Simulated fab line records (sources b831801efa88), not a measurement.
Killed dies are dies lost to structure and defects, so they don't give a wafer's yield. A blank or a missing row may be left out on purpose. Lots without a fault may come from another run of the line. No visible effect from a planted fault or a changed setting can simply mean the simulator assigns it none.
fab line records	flow gf180mcu
[record] lots = 5	wafers = 15	last-day = 34
route steps=602 shown TOP_METAL@573 PASSIVATION@587
lots untouched by any fault: they come from a run of this same line in which no faults occurred
start-h: start of the lot's first displayed wafer, in hours after the record's first day	wait-h: how many hours have passed since the lot's step before this one	" same as the row above	L1.1+2: a single row standing in for several wafers	- either no value or no given start	* or withheld: withheld	< > ~ a bound
route shown NAME@n: NAME is a module with steps in the file, n the number in the route of the first one	usual: the fault-free wafers' mean and standard deviation	same: alike in all rows	chamber/n: place in a boat	sites: readings site by site	_std_site: standard deviation of those values	_edge_site: inner sites' mean taken away from outer sites' mean	radius-mm: how far each site lies from the wafer's centre	mask NAME#n: copy n	behind: tool/chamber where the wafer was last shaped	hold: the reason the lot was held/the length of the hold in hours/how it ended	device: names the non-switching transistor (n, p or np)	end of line: at the end of the route, the tests of the same wafers	step lacking rows: just its recipe	killed: the dies lost at the first sort to structure and to defects; this is not the yield of the wafer	map: shows each die of a wafer: x if killed, . if not, _ if none is there
set.NAME: setting as actually run; set.NAME@STEP: the setting as run at that earlier step	model.NAME: the simulator's own value behind a step, which no gauge read
a table for each step, a row for each wafer; lots at some steps of the route
services: a tool's chamber out of use, with start hour (start-h, from the record's first day; less than 0 if before it), hours out, and reason
[[steps]]
[step GF_TOP_METAL_THK_MEAS_06]
[recipe] thk-meas-gauge = xrf	reads = AlCu_of_TOP_METAL_SPUTTER_02
[usual] TOP_METAL_ALCU_THK = 892/11
lot.wafer	tool	chamber	start-h	wait-h	TOP_METAL_ALCU_THK[nm]
L078.2	film-metro-02	-	657.98	0.1	880
L078.5	"	-	"	"	899
L078.6	"	-	"	"	884
L084.2	film-metro-02	-	706.25	0.1	896
L084.3	"	-	"	"	883
L084.6	"	-	"	"	886
L088.2	film-metro-02	-	736.53	0.1	900
L088.4	"	-	"	"	914
L088.6	"	-	"	"	899
L090.2	film-metro-04	-	749.43	0.1	882
L090.3	"	-	"	"	884
L090.6	"	-	"	"	881
L097.1	film-metro-03	-	780.29	0.1	882
L097.2	"	-	"	"	900
L097.6	"	-	"	"	878
[step GF_TOP_METAL_DEHYDRATE_07]
[recipe] temp-c = 200	time-s = 60
[usual] resist-line-temp-C = 22.98/0.11
[same] time-s = 60
lot.wafer	tool	chamber	start-h	wait-h	resist-line-temp-C
L078.2	litho-track-03	0	667.24	9.2	22.98
L078.5	"	0	"	"	22.85
L078.6	"	0	"	"	22.88
L084.2	litho-track-02	0	714.21	7.9	23.13
L084.3	"	0	"	"	23.17
L084.6	"	0	"	"	23.08
L088.2	litho-track-03	0	744.49	8.0	22.80
L088.4	"	0	"	"	22.91
L088.6	"	0	"	"	22.87
L090.2	litho-track-03	0	755.64	6.2	22.96
L090.3	"	0	"	"	22.89
L090.6	"	0	"	"	22.83
L097.1	litho-track-04	0	787.76	7.5	23.17
L097.2	"	0	"	"	23.10
L097.6	"	0	"	"	23.05
[step GF_TOP_METAL_HMDS_08]
[recipe] prime-time-s = 60	prime-temp-c = 120
[usual] resist-line-temp-C = 22.99/0.1
[same] prime-time-s = 60
lot.wafer	tool	chamber	start-h	wait-h	resist-line-temp-C
L078.2	litho-track-03	0	667.39	0.1	23.07
L078.5	"	0	"	"	23.06
L078.6	"	0	"	"	23.18
L084.2	litho-track-02	0	714.36	0.1	22.96
L084.3	"	0	"	"	23.06
L084.6	"	0	"	"	22.98
L088.2	litho-track-03	0	744.64	0.1	23.14
L088.4	"	0	"	"	23.12
L088.6	"	0	"	"	23.10
L090.2	litho-track-03	0	755.79	0.1	22.88
L090.3	"	0	"	"	22.97
L090.6	"	0	"	"	23.00
L097.1	litho-track-04	0	787.91	0.1	22.94
L097.2	"	0	"	"	22.97
L097.6	"	0	"	"	23.06
[step GF_TOP_METAL_COAT_09]
[recipe] resist = NOVOLAK	spin-rpm = 3000	resist-thk-nm = 1500
[usual] resist-line-temp-C = 23.03/0.098
lot.wafer	tool	chamber	start-h	wait-h	resist-line-temp-C
L078.2	litho-track-03	0	667.54	0.1	23.13
L078.5	"	0	"	"	23.19
L078.6	"	0	"	"	23.14
L084.2	litho-track-02	0	714.51	0.1	23.07
L084.3	"	0	"	"	23.13
L084.6	"	0	"	"	23.03
L088.2	litho-track-03	0	744.79	0.1	22.90
L088.4	"	0	"	"	22.86
L088.6	"	0	"	"	22.85
L090.2	litho-track-03	0	755.94	0.1	23.03
L090.3	"	0	"	"	23.16
L090.6	"	0	"	"	23.04
L097.1	litho-track-04	0	788.06	0.1	23.09
L097.2	"	0	"	"	23.21
L097.6	"	0	"	"	23.01
[step GF_TOP_METAL_SOFTBAKE_10]
[recipe] temp-c = 90	time-s = 60	resist = NOVOLAK
[usual] resist-line-temp-C = 22.98/0.11
[same] time-s = 60
lot.wafer	tool	chamber	start-h	wait-h	resist-line-temp-C
L078.2	litho-track-03	0	667.69	0.1	22.85
L078.5	"	0	"	"	22.71
L078.6	"	0	"	"	22.83
L084.2	litho-track-02	0	714.66	0.1	22.96
L084.3	"	0	"	"	23.09
L084.6	"	0	"	"	23.13
L088.2	litho-track-03	0	744.94	0.1	23.11
L088.4	"	0	"	"	23.01
L088.6	"	0	"	"	23.17
L090.2	litho-track-03	0	756.09	0.1	23.10
L090.3	"	0	"	"	23.24
L090.6	"	0	"	"	23.11
L097.1	litho-track-04	0	788.21	0.1	23.08
L097.2	"	0	"	"	23.04
L097.6	"	0	"	"	22.96
[step GF_TOP_METAL_EXPOSE_11]
[recipe] mask-id = MetalTop	target-cd-nm = 440	na = 0.6	source-shape = conventional	sigma-outer = 0.6	dose-mj = 170
[usual] focus-offset-nm = 0.2/0.47
lot.wafer	tool	chamber	start-h	wait-h	mask	focus-offset-nm
L078.2	iline-stepper-01	0	-	-	MetalTop#0	0.1
L078.5	"	0	"	"	MetalTop#0	0.0
L078.6	"	0	"	"	MetalTop#0	0.8
L084.2	iline-stepper-02	0	-	-	MetalTop#0	-0.3
L084.3	"	0	"	"	MetalTop#0	0.1
L084.6	"	0	"	"	MetalTop#0	-0.4
L088.2	iline-stepper-02	0	-	-	MetalTop#0	0.2
L088.4	"	0	"	"	MetalTop#0	0.6
L088.6	"	0	"	"	MetalTop#0	0.7
L090.2	iline-stepper-01	0	-	-	MetalTop#0	0.3
L090.3	"	0	"	"	MetalTop#0	0.2
L090.6	"	0	"	"	MetalTop#0	0.4
L097.1	iline-stepper-01	0	-	-	MetalTop#0	0.1
L097.2	"	0	"	"	MetalTop#0	0.4
L097.6	"	0	"	"	MetalTop#0	0.1
[step GF_TOP_METAL_PEB_12]
[recipe] temp-c = withheld	time-s = *	resist = NOVOLAK
[usual] resist-line-temp-C = *
[same] time-s = *
lot.wafer	tool	chamber	start-h	wait-h	resist-line-temp-C
L078.2	litho-track-04	0	-	-	*
L078.5	"	0	"	"	*
L078.6	"	0	"	"	*
L084.2	litho-track-02	0	-	-	*
L084.3	"	0	"	"	*
L084.6	"	0	"	"	*
L088.2	litho-track-02	0	-	-	*
L088.4	"	0	"	"	*
L088.6	"	0	"	"	*
L090.2	litho-track-03	0	-	-	*
L090.3	"	0	"	"	*
L090.6	"	0	"	"	*
L097.1	litho-track-04	0	-	-	*
L097.2	"	0	"	"	*
L097.6	"	0	"	"	*
[step GF_TOP_METAL_DEVELOP_13]
[recipe] develop-time-s = 60	dev-temp-c = 23
[usual] resist-line-temp-C = 23.01/0.11
lot.wafer	tool	chamber	start-h	wait-h	resist-line-temp-C
L078.2	litho-track-04	0	677.23	0.1	22.95
L078.5	"	0	"	"	22.91
L078.6	"	0	"	"	22.87
L084.2	litho-track-02	0	723.11	0.1	23.10
L084.3	"	0	"	"	23.01
L084.6	"	0	"	"	23.04
L088.2	litho-track-02	0	753.11	0.1	23.03
L088.4	"	0	"	"	22.96
L088.6	"	0	"	"	22.90
L090.2	litho-track-03	0	763.64	0.1	23.02
L090.3	"	0	"	"	22.92
L090.6	"	0	"	"	22.94
L097.1	litho-track-04	0	794.96	0.1	23.04
L097.2	"	0	"	"	23.13
L097.6	"	0	"	"	23.21
[step GF_TOP_METAL_CD_MEAS_14]
[recipe] target-cd-nm = 440
[usual] cd-nm = 440.5/2.1
lot.wafer	tool	chamber	start-h	wait-h	cd-nm
L078.2	cd-sem-01	-	677.38	0.1	435.8
L078.5	"	-	"	"	438.0
L078.6	"	-	"	"	437.7
L084.2	cd-sem-01	-	723.26	0.1	441.1
L084.3	"	-	"	"	440.2
L084.6	"	-	"	"	440.1
L088.2	cd-sem-02	-	753.26	0.1	439.8
L088.4	"	-	"	"	442.9
L088.6	"	-	"	"	439.9
L090.2	cd-sem-02	-	763.79	0.1	442.2
L090.3	"	-	"	"	440.7
L090.6	"	-	"	"	441.4
L097.1	cd-sem-02	-	795.11	0.1	437.1
L097.2	"	-	"	"	438.0
L097.6	"	-	"	"	438.8
[step GF_TOP_METAL_OVL_MEAS_15]
[usual] TOP_METAL_OVL = 0.5/1.6
lot.wafer	tool	chamber	start-h	wait-h	TOP_METAL_OVL[nm]
L078.2	overlay-02	-	677.49	0.1	0.0
L078.5	"	-	"	"	1.4
L078.6	"	-	"	"	1.1
L084.2	overlay-02	-	723.36	0.1	0.2
L084.3	"	-	"	"	-1.4
L084.6	"	-	"	"	-1.7
L088.2	overlay-02	-	753.36	0.1	0.2
L088.4	"	-	"	"	0.8
L088.6	"	-	"	"	1.0
L090.2	overlay-02	-	763.89	0.1	1.2
L090.3	"	-	"	"	2.4
L090.6	"	-	"	"	1.8
L097.1	overlay-02	-	795.23	0.1	-2.0
L097.2	"	-	"	"	-0.4
L097.6	"	-	"	"	0.0
[step GF_TOP_METAL_METAL_ETCH_16]
[recipe] chemistry = Cl2/BCl3	mask-material = NOVOLAK	target-depth-nm = 1077.5	stop-on = SiO2	pressure-mtorr = 8	icp-w = 800	bias-w = 140	Cl2_flow_sccm = 80	bcl3-flow-sccm = 40	time-s = 179.6
[usual] drypump-motor-current-A = 5.7/0.47	he-backside-leak-sccm = 3.3/0.32	oes-product-au = 0.966/0.0076	throttle-valve-pct = 28.255/0.0099
[same] time-s = 179.6
lot.wafer	tool	chamber	start-h	wait-h	drypump-motor-current-A	he-backside-leak-sccm	oes-product-au	rf-hours-counter-h	throttle-valve-pct
L078.2	rie-metal-01	0	677.52	0.0	5.1	3.4	0.966	10	28.262
L078.5	"	1	"	"	5.6	3.1	0.971	-	28.258
L078.6	"	0	"	"	5.1	3.7	0.963	-	28.241
L084.2	rie-metal-01	1	723.39	0.0	5.6	3.3	0.976	15	28.252
L084.3	"	1	"	"	5.6	3.3	0.967	-	28.253
L084.6	"	0	"	"	5.1	3.4	0.963	-	28.273
L088.2	rie-metal-01	0	753.45	0.1	5.1	3.4	0.970	-	28.260
L088.4	"	0	"	"	5.1	3.4	0.982	-	28.228
L088.6	"	0	"	"	5.1	3.3	0.966	-	28.271
L090.2	rie-metal-03	0	763.92	0.0	6.5	3.0	0.957	12	28.257
L090.3	"	0	"	"	6.5	6.0	0.961	-	28.266
L090.6	"	1	"	"	5.6	3.5	0.964	-	28.257
L097.1	rie-metal-02	1	795.26	0.0	5.6	3.4	0.957	3	28.253
L097.2	"	0	"	"	5.4	3.1	0.976	17	28.261
L097.6	"	0	"	"	5.4	3.1	0.963	-	28.259
[step GF_TOP_METAL_STRIP_17]
[recipe] chemistry = O2/N2	power-w = 1400	pressure-mtorr = 1500	platen-temp-c = 250	o2-flow-sccm = 3000	n2-flow-sccm = 300	overash-fraction = 0.5
[usual] drypump-motor-current-A = 5.9/0.44	heater-power-w = 333/16	oes-product-au = 0.710/0.0041	strip-time-to-endpoint-s = 13.45/0.083
lot.wafer	tool	chamber	start-h	wait-h	drypump-motor-current-A	heater-power-w	oes-product-au	rf-hours-counter-h	strip-time-to-endpoint-s
L078.2	plasma-asher-01	1	677.69	0.1	5.3	321	0.712	103	13.43
L078.5	"	0	"	"	6.2	310	0.717	-	13.54
L078.6	"	1	"	"	5.3	331	0.707	-	13.38
L084.2	plasma-asher-04	1	723.57	0.1	5.8	344	0.712	65	13.44
L084.3	"	1	"	"	5.8	358	0.708	-	13.45
L084.6	"	1	"	"	5.8	350	0.700	-	13.45
L088.2	plasma-asher-02	1	753.74	0.2	6.6	317	0.707	36	13.32
L088.4	"	1	"	"	6.6	320	0.714	-	13.33
L088.6	"	1	"	"	6.6	307	0.712	-	13.38
L090.2	plasma-asher-01	0	764.10	0.1	6.2	332	0.712	2	13.38
L090.3	"	0	"	"	6.2	327	0.712	-	13.44
L090.6	"	1	"	"	5.3	341	0.709	-	13.42
L097.1	plasma-asher-01	0	795.44	0.1	6.3	331	0.712	6	13.58
L097.2	"	1	"	"	5.2	339	0.703	6	13.44
L097.6	"	1	"	"	5.2	329	0.709	-	13.44
[step GF_TOP_METAL_STRIP_18]
[recipe] chemistry = post-etch-residue-remover	time-s = 1200	temp-c = 72.5
[same] time-s = 1200
lot.wafer	tool	chamber	start-h	wait-h
L078.2+5+6	wet-bench-04	1	677.79	0.1
L084.2+3+6	wet-bench-01	3	723.67	0.1
L088.2+4+6	wet-bench-04	2	753.84	0.1
L090.2+3+6	wet-bench-04	2	764.20	0.1
L097.1+2+6	wet-bench-04	1	795.54	0.1
[step GF_TOP_METAL_CLEAN_19]
[recipe] chemistry = DIW	dry = n2-spin
lot.wafer	tool	chamber	start-h	wait-h
L078.2+5+6	wet-bench-01	0	678.16	0.0
L084.2+3+6	wet-bench-02	0	724.01	0.0
L088.2+4+6	wet-bench-01	1	754.18	0.0
L090.2+3+6	wet-bench-04	0	764.57	0.0
L097.1+2+6	wet-bench-02	3	795.91	0.0
[step GF_PASSIVATION_CVD_00]
[recipe] material = SiO2	target-thk-nm = 1000	precursor = TEOS	temp-c = 400	time-s = 111.95	rf-w = 600
[usual] heater-power-w = 703/94
[same] time-s = 111.95
lot.wafer	tool	chamber	start-h	wait-h	heater-power-w
L078.2	pecvd-01	1	678.26	0.0	734
L078.5	"	0	"	"	654
L078.6	"	2	"	"	703
L084.2	pecvd-01	1	724.10	0.0	724
L084.3	"	0	"	"	792
L084.6	"	1	"	"	743
L088.2	pecvd-03	0	754.28	0.0	659
L088.4	"	0	"	"	551
L088.6	"	2	"	"	583
L090.2	pecvd-01	2	764.66	0.0	711
L090.3	"	0	"	"	812
L090.6	"	0	"	"	650
L097.1	pecvd-01	2	796.01	0.0	707
L097.2	"	1	"	"	731
L097.6	"	1	"	"	598
[step GF_PASSIVATION_THK_MEAS_01]
[recipe] reads = SiO2_of_PASSIVATION_CVD_00
[usual] PASSIVATION_CVD_00_THK = 999/13
lot.wafer	tool	chamber	start-h	wait-h	PASSIVATION_CVD_00_THK[nm]
L078.2	film-metro-02	-	678.35	0.0	987
L078.5	"	-	"	"	1000
L078.6	"	-	"	"	1017
L084.2	film-metro-02	-	724.19	0.0	988
L084.3	"	-	"	"	980
L084.6	"	-	"	"	996
L088.2	film-metro-02	-	754.37	0.0	990
L088.4	"	-	"	"	1021
L088.6	"	-	"	"	1020
L090.2	film-metro-02	-	764.75	0.0	968
L090.3	"	-	"	"	972
L090.6	"	-	"	"	989
L097.1	film-metro-03	-	796.09	0.0	981
L097.2	"	-	"	"	972
L097.6	"	-	"	"	984
[step GF_PASSIVATION_CVD_02]
[recipe] material = Si3N4	target-thk-nm = 700	time-s = 486.18	temp-c = 400	rf-w = 450
[usual] heater-power-w = 728/91
[same] time-s = 486.18
lot.wafer	tool	chamber	start-h	wait-h	heater-power-w
L078.2	pecvd-03	1	678.40	0.0	704
L078.5	"	0	"	"	668
L078.6	"	1	"	"	756
L084.2	pecvd-03	2	724.24	0.0	678
L084.3	"	1	"	"	788
L084.6	"	2	"	"	542
L088.2	pecvd-01	2	754.42	0.0	730
L088.4	"	1	"	"	780
L088.6	"	1	"	"	650
L090.2	pecvd-03	1	764.80	0.0	719
L090.3	"	0	"	"	692
L090.6	"	1	"	"	743
L097.1	pecvd-04	0	796.15	0.1	696
L097.2	"	1	"	"	956
L097.6	"	0	"	"	740
[step GF_PASSIVATION_THK_MEAS_03]
[recipe] reads = Si3N4_of_PASSIVATION_CVD_02
[usual] PASSIVATION_CVD_02_THK = 701/8.7
lot.wafer	tool	chamber	start-h	wait-h	PASSIVATION_CVD_02_THK[nm]
L078.2	film-metro-02	-	678.70	0.2	699
L078.5	"	-	"	"	708
L078.6	"	-	"	"	711
L084.2	film-metro-03	-	724.54	0.2	689
L084.3	"	-	"	"	694
L084.6	"	-	"	"	702
L088.2	film-metro-01	-	754.86	0.3	691
L088.4	"	-	"	"	717
L088.6	"	-	"	"	705
L090.2	film-metro-01	-	765.10	0.2	706
L090.3	"	-	"	"	694
L090.6	"	-	"	"	708
L097.1	film-metro-02	-	796.44	0.1	698
L097.2	"	-	"	"	690
L097.6	"	-	"	"	703
[step GF_PASSIVATION_DEHYDRATE_04]
[recipe] temp-c = 200	time-s = 60
[usual] resist-line-temp-C = 23.01/0.11
[same] time-s = 60
lot.wafer	tool	chamber	start-h	wait-h	resist-line-temp-C
L078.2	litho-track-04	0	688.08	9.4	23.20
L078.5	"	0	"	"	23.10
L078.6	"	0	"	"	23.12
L084.2	litho-track-01	0	732.77	8.2	22.77
L084.3	"	0	"	"	23.02
L084.6	"	0	"	"	22.98
L088.2	litho-track-01	0	762.37	7.5	22.84
L088.4	"	0	"	"	22.86
L088.6	"	0	"	"	23.10
L090.2	litho-track-01	0	772.47	7.4	23.05
L090.3	"	0	"	"	23.00
L090.6	"	0	"	"	22.97
L097.1	litho-track-01	0	803.59	7.1	23.08
L097.2	"	0	"	"	23.01
L097.6	"	0	"	"	23.13
[step GF_PASSIVATION_HMDS_05]
[recipe] prime-time-s = 60	prime-temp-c = 120
[usual] resist-line-temp-C = 23.01/0.096
[same] prime-time-s = 60
lot.wafer	tool	chamber	start-h	wait-h	resist-line-temp-C
L078.2	litho-track-04	0	688.23	0.1	22.94
L078.5	"	0	"	"	23.09
L078.6	"	0	"	"	22.98
L084.2	litho-track-01	0	732.92	0.1	23.16
L084.3	"	0	"	"	23.08
L084.6	"	0	"	"	23.10
L088.2	litho-track-01	0	762.52	0.1	22.87
L088.4	"	0	"	"	23.05
L088.6	"	0	"	"	23.08
L090.2	litho-track-01	0	772.62	0.1	22.86
L090.3	"	0	"	"	22.95
L090.6	"	0	"	"	23.07
L097.1	litho-track-01	0	803.74	0.1	22.96
L097.2	"	0	"	"	23.00
L097.6	"	0	"	"	23.01
[step GF_PASSIVATION_COAT_06]
[recipe] spin-rpm = 2000	resist-thk-nm = 4000
[usual] resist-line-temp-C = 23.02/0.11
lot.wafer	tool	chamber	start-h	wait-h	resist-line-temp-C
L078.2	litho-track-04	0	688.38	0.1	23.19
L078.5	"	0	"	"	23.08
L078.6	"	0	"	"	23.16
L084.2	litho-track-01	0	733.07	0.1	22.95
L084.3	"	0	"	"	23.06
L084.6	"	0	"	"	22.96
L088.2	litho-track-01	0	762.67	0.1	23.20
L088.4	"	0	"	"	23.07
L088.6	"	0	"	"	23.02
L090.2	litho-track-01	0	772.77	0.1	22.92
L090.3	"	0	"	"	22.97
L090.6	"	0	"	"	22.94
L097.1	litho-track-01	0	803.89	0.1	22.88
L097.2	"	0	"	"	23.05
L097.6	"	0	"	"	23.05
[step GF_PASSIVATION_SOFTBAKE_07]
[recipe] temp-c = 110	time-s = withheld
[usual] resist-line-temp-C = 23.00/0.096
lot.wafer	tool	chamber	start-h	wait-h	resist-line-temp-C
L078.2	litho-track-04	0	688.54	0.1	23.07
L078.5	"	0	"	"	22.95
L078.6	"	0	"	"	23.07
L084.2	litho-track-01	0	733.23	0.1	23.06
L084.3	"	0	"	"	23.09
L084.6	"	0	"	"	23.10
L088.2	litho-track-01	0	762.83	0.1	22.95
L088.4	"	0	"	"	23.01
L088.6	"	0	"	"	22.99
L090.2	litho-track-01	0	772.93	0.1	23.02
L090.3	"	0	"	"	23.12
L090.6	"	0	"	"	22.94
L097.1	litho-track-01	0	804.04	0.1	22.91
L097.2	"	0	"	"	23.01
L097.6	"	0	"	"	23.05
[step GF_PASSIVATION_EXPOSE_08]
[recipe] mask-id = Pad	target-cd-nm = 40000	na = 0.57	dose-mj = 310
[usual] focus-offset-nm = -0.1/0.55
lot.wafer	tool	chamber	start-h	wait-h	mask	focus-offset-nm
L078.2	iline-stepper-02	0	-	-	Pad#0	0.3
L078.5	"	0	"	"	Pad#0	-1.0
L078.6	"	0	"	"	Pad#0	0.0
L084.2	iline-stepper-01	0	-	-	Pad#0	1.1
L084.3	"	0	"	"	Pad#0	0.7
L084.6	"	0	"	"	Pad#0	0.6
L088.2	iline-stepper-02	0	-	-	Pad#0	-0.4
L088.4	"	0	"	"	Pad#0	-0.5
L088.6	"	0	"	"	Pad#0	-0.7
L090.2	iline-stepper-01	0	-	-	Pad#0	-0.1
L090.3	"	0	"	"	Pad#0	-0.3
L090.6	"	0	"	"	Pad#0	0.2
L097.1	iline-stepper-01	0	-	-	Pad#0	-0.3
L097.2	"	0	"	"	Pad#0	0.2
L097.6	"	0	"	"	Pad#0	-0.2
[step GF_PASSIVATION_PEB_09]
[recipe] temp-c = 115	time-s = withheld
[usual] resist-line-temp-C = 23.01/0.096
lot.wafer	tool	chamber	start-h	wait-h	resist-line-temp-C
L078.2	litho-track-02	0	-	-	22.84
L078.5	"	0	"	"	22.86
L078.6	"	0	"	"	22.81
L084.2	litho-track-04	0	-	-	23.01
L084.3	"	0	"	"	23.00
L084.6	"	0	"	"	23.08
L088.2	litho-track-02	0	-	-	22.96
L088.4	"	0	"	"	22.94
L088.6	"	0	"	"	22.93
L090.2	litho-track-04	0	-	-	23.11
L090.3	"	0	"	"	22.96
L090.6	"	0	"	"	23.05
L097.1	litho-track-01	0	-	-	22.91
L097.2	"	0	"	"	23.05
L097.6	"	0	"	"	23.04
[step GF_PASSIVATION_DEVELOP_10]
[recipe] develop-time-s = 60	dev-temp-c = 23
[usual] resist-line-temp-C = 22.96/0.11
lot.wafer	tool	chamber	start-h	wait-h	resist-line-temp-C
L078.2	litho-track-02	0	-	-	23.04
L078.5	"	0	"	"	23.22
L078.6	"	0	"	"	23.00
L084.2	litho-track-04	0	-	-	23.03
L084.3	"	0	"	"	22.93
L084.6	"	0	"	"	23.04
L088.2	litho-track-02	0	-	-	22.97
L088.4	"	0	"	"	22.90
L088.6	"	0	"	"	23.07
L090.2	litho-track-04	0	-	-	22.92
L090.3	"	0	"	"	22.98
L090.6	"	0	"	"	22.96
L097.1	litho-track-01	0	-	-	23.00
L097.2	"	0	"	"	23.14
L097.6	"	0	"	"	23.01
[step GF_PASSIVATION_ETCH_11]
[recipe] chemistry = CF4/O2	target-depth-nm = 1800	stop-on = TiN	source-w = 800	bias-w = 150	pressure-mtorr = 150	cf4-flow-sccm = 80	O2_flow_sccm = 10	time-s = 400
[usual] drypump-motor-current-A = 5.7/0.51	oes-product-au = 0.963/0.0079	throttle-valve-pct = 5.960/0.009
[same] time-s = 400
lot.wafer	tool	chamber	start-h	wait-h	drypump-motor-current-A	oes-product-au	rf-hours-counter-h	throttle-valve-pct
L078.2	rie-diel-01	2	698.24	-	6.7	0.947	40	5.954
L078.5	"	1	"	"	5.4	0.973	-	5.951
L078.6	"	2	"	"	6.7	0.968	-	5.969
L084.2	rie-diel-02	0	742.01	-	5.4	0.955	11	5.962
L084.3	"	1	"	"	5.4	0.956	17	5.967
L084.6	"	0	"	"	5.3	0.959	-	5.950
L088.2	rie-diel-02	2	771.19	-	5.7	0.955	1	5.955
L088.4	"	1	"	"	5.4	0.974	19	5.964
L088.6	"	2	"	"	5.7	0.968	-	5.959
L090.2	rie-diel-02	2	780.86	-	5.7	0.954	2	5.957
L090.3	"	0	"	"	5.4	0.939	13	5.947
L090.6	"	1	"	"	5.4	0.960	-	5.978
L097.1	rie-diel-02	2	810.69	-	5.7	0.955	3	5.966
L097.2	"	3	"	"	5.5	0.950	6	5.944
L097.6	"	1	"	"	5.4	0.959	-	5.961
[step GF_PASSIVATION_STRIP_12]
[recipe] chemistry = O2/N2	power-w = 1400	pressure-mtorr = 1500	platen-temp-c = 250	o2-flow-sccm = 3000	n2-flow-sccm = 300	overash-fraction = 0.5
[usual] drypump-motor-current-A = 5.8/0.62	heater-power-w = 340/18	oes-product-au = 0.719/0.0047	strip-time-to-endpoint-s = 34.77/0.24
lot.wafer	tool	chamber	start-h	wait-h	drypump-motor-current-A	heater-power-w	oes-product-au	rf-hours-counter-h	strip-time-to-endpoint-s
L078.2	plasma-asher-02	0	698.48	0.1	5.8	358	0.719	29	34.95
L078.5	"	1	"	"	6.7	309	0.724	-	35.04
L078.6	"	0	"	"	5.8	359	0.722	-	35.07
L084.2	plasma-asher-04	1	742.25	0.1	5.8	353	0.724	67	34.48
L084.3	"	1	"	"	5.8	353	0.729	-	34.51
L084.6	"	1	"	"	5.8	351	0.723	-	34.48
L088.2	plasma-asher-02	0	771.42	0.1	5.8	369	0.716	38	34.99
L088.4	"	0	"	"	5.8	361	0.717	-	34.20
L088.6	"	0	"	"	5.8	350	0.721	-	34.94
L090.2	plasma-asher-02	1	781.10	0.1	6.7	327	0.713	39	35.14
L090.3	"	1	"	"	6.7	312	0.721	-	34.72
L090.6	"	0	"	"	5.7	364	0.718	-	34.54
L097.1	plasma-asher-03	0	810.93	0.1	5.9	331	0.715	99	34.89
L097.2	"	1	"	"	4.6	356	0.717	99	34.84
L097.6	"	0	"	"	5.9	334	0.719	-	34.32
[step GF_PASSIVATION_ANNEAL_13]
[recipe] temp-c = 400	time-s = 1800	ambient = N2/H2	idle-temp-c = 300	ramp-up-c-per-min = 10	ramp-down-c-per-min = 3
[usual] tube_center_temp_C_max = 401.02/0.17
[same] time-s = 1800
lot.wafer	tool	chamber	start-h	wait-h	tube_center_temp_C_max
L078.2	furnace-01	0	698.58	0.1	400.85
L078.5	"	0	"	"	400.85
L078.6	"	0	"	"	401.00
L084.2	furnace-02	0	742.35	0.1	401.22
L084.3	"	0	"	"	400.93
L084.6	"	0	"	"	400.96
L088.2	furnace-02	0	771.52	0.1	400.93
L088.4	"	0	"	"	400.76
L088.6	"	0	"	"	400.97
L090.2	furnace-01	0	781.20	0.1	401.08
L090.3	"	0	"	"	400.99
L090.6	"	0	"	"	400.99
L097.1	furnace-02	0	811.03	0.1	400.91
L097.2	"	0	"	"	400.84
L097.6	"	0	"	"	401.15
[step GF_PASSIVATION_BOW_MEAS_14]
[recipe] mode = bow
[usual] PASSIVATION_BOW = 131/10
lot.wafer	tool	chamber	start-h	wait-h	PASSIVATION_BOW[um]
L078.2	film-metro-01	-	700.10	0.0	146
L078.5	"	-	"	"	151
L078.6	"	-	"	"	137
L084.2	film-metro-03	-	743.87	0.0	133
L084.3	"	-	"	"	130
L084.6	"	-	"	"	140
L088.2	film-metro-02	-	773.04	0.0	106
L088.4	"	-	"	"	112
L088.6	"	-	"	"	112
L090.2	film-metro-01	-	782.72	0.0	122
L090.3	"	-	"	"	106
L090.6	"	-	"	"	114
L097.1	film-metro-02	-	812.53	0.0	138
L097.2	"	-	"	"	143
L097.6	"	-	"	"	145
[[services]]
tool	chamber	start-h	hours	kind
rie-metal-01	-	648.82	14.6	pm
pecvd-01	-	652.85	1.1	repair
pecvd-04	1	659.25	8.9	repair
rie-metal-03	-	666.17	1.4	pm
rie-diel-01	1	667.32	2.3	repair
furnace-01	-	668.91	4.5	pm
rie-metal-01	0	669.78	2.1	repair
iline-stepper-02	-	677.96	1.7	pm
rie-diel-02	3	697.30	6.9	repair
furnace-01	-	720.53	3.9	pm
iline-stepper-01	-	721.07	4.0	repair
iline-stepper-01	-	722.60	4.5	repair
furnace-02	-	728.60	2.5	pm
furnace-02	-	733.37	4.4	pm
plasma-asher-01	-	733.75	9.0	pm
pecvd-01	0	737.21	18.5	repair
rie-metal-01	-	738.36	1.4	pm
iline-stepper-01	-	739.50	4.4	pm
pecvd-01	2	742.88	4.8	repair
wet-bench-04	-	743.18	1.9	pm
iline-stepper-01	-	743.95	1.7	pm
iline-stepper-02	-	748.29	7.7	repair
wet-bench-02	-	754.04	0.5	repair
furnace-02	-	780.54	3.3	pm
[[key]]
fault none
